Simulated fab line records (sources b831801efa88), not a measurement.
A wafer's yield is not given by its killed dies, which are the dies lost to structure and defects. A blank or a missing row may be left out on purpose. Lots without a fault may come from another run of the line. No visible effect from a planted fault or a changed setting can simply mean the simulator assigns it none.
Struck lot and sound lot, side by side / flow sfq_line / 16 steps out of a route of 325
Sound: the wafers L308.1, L308.2, L308.5. The struck wafers were L306.1, L306.3, L306.4. The cause is given at the end.
Order at every step that has rows: each side's tool, ch and its chambers, its first start. Under that, the readings that differ: sound wafers / struck wafers / difference of the means / sigmas: that difference in standard deviations of wafers without a fault.
alike: same words and numbers on both sides, and readings whose means sit less than 2 such deviations apart. not compared: any withheld reading, any reading some wafer has no value for, any bound like >300 that may hide the same value, and any number with overlapping values for which the record gives no deviation.
The two part at a step that has a row with sigmas, a row that says differs or no value, or rows on one side only. Non-overlapping numbers with no deviation appear without sigmas and do not part them. Lack of a reading on every wafer of one side parts them only where that side has two or more wafers.

SFQ_I0_OVL_MEAS_908:
  struck on overlay-01, day 22 08:54; sound on overlay-01, day 22 11:18
  alike: I0_OVL
SFQ_TRILAYER_I0_VIA_BARC_OPEN_VIA_ETCH_046: etches BARC in O2, target depth 125 nm, time 41.7 s.
  sound on rie_diel-02 ch 0,2,3, day 22 11:20; struck on rie_diel-02 ch 0,1,3, day 22 08:56
  alike: drypump_motor_current_A, oes_product_au
  not compared: rf_hours_counter_h
SFQ_TRILAYER_I0_VIA_ETCH_VIA_ETCH_034: etches SiO2 in CHF3, stops on Nb, target depth 260 nm.
  sound on rie_diel-02 ch 0,2,3, day 22 11:22; struck on rie_diel-02 ch 0,1,3, day 22 08:58
  alike: drypump_motor_current_A, oes_product_au
SFQ_TRILAYER_I0_VIA_STRIP_STRIP_035: strips in O2.
  sound on rie_metal-02 ch 0,1, day 22 11:29; struck on rie_metal-03 ch 0,1, day 22 09:05
  alike: drypump_motor_current_A, oes_product_au
  not compared: rf_hours_counter_h
then, 2 steps without rows for these wafers: SFQ_TRILAYER_I0_VIA_STRIP_SOLV_CLEAN_036 (cleans in NMP, time 600 s); SFQ_TRILAYER_M1_DEP_PRE_CLEAN_038 (time 22.5 s).
SFQ_TRILAYER_M1_DEP_SPUTTER_037: material Nb, target thk 200 nm, time 133.3 s.
  struck on pvd_sputter-06, day 22 10:04; sound on pvd_sputter-03, day 22 12:28
  alike: throttle_valve_pct
SFQ_M1_RS_MEAS_909: a four-point-probe measurement.
  struck on film_metro-03, day 22 10:10; sound on film_metro-04, day 22 12:34
reading=M1_NB_RS (ohm/sq); sound=0.879 0.888 0.886; struck=0.907 0.910 0.900; difference=+0.021; sigmas=+2
then, 3 steps without rows for these wafers: SFQ_TRILAYER_M1_LITHO_COAT_044 (resist thk 62 nm); SFQ_TRILAYER_M1_LITHO_COAT_039 (resist thk 600 nm); SFQ_TRILAYER_M1_LITHO_SOFTBAKE_043.
-- the record jumps here: 6 days lie between the struck wafers' starts before and after --
SFQ_TRILAYER_M1_LITHO_EXPOSE_040: exposes mask M1, target cd 500 nm.
  sound on krf_scanner-01 ch 0, day 28 17:55; struck on krf_scanner-02 ch 0, day 28 11:47
reading=model.M1.overlay_x_nm (nm); sound=-6.435 -6.435 -6.435; struck=50.61 50.61 50.61; difference=+57.05; sigmas=
  alike: mask
then, 2 steps without rows for these wafers: SFQ_TRILAYER_M1_LITHO_PEB_042 (peb time 60 s); SFQ_TRILAYER_M1_LITHO_DEVELOP_041 (time 60 s).
SFQ_M1_OVL_MEAS_911:
  struck on overlay-01, day 28 14:32; sound on overlay-01, day 28 19:25
reading=M1_OVL (nm); sound=2 -1 -1; struck=43 48 59; difference=+50; sigmas=+10
  not compared: hold
SFQ_TRILAYER_M1_BARC_OPEN_METAL_ETCH_054: etches BARC in O2, target depth 125 nm, time 41.7 s.
  sound on rie_metal-04 ch 0,1, day 28 19:27; struck on rie_metal-04 ch 0,1, day 28 20:26
reading=hold; sound=- - -; struck=await_dispo/5.9h/release await_dispo/5.9h/release await_dispo/5.9h/release; difference=no value on the sound wafers; sigmas=
  alike: drypump_motor_current_A, oes_product_au
  not compared: rf_hours_counter_h

## WHERE THEY PART
At SFQ_M1_RS_MEAS_909 first; at SFQ_TRILAYER_M1_BARC_OPEN_METAL_ETCH_054 last (within this record only).

WHY: whatever the simulator had introduced
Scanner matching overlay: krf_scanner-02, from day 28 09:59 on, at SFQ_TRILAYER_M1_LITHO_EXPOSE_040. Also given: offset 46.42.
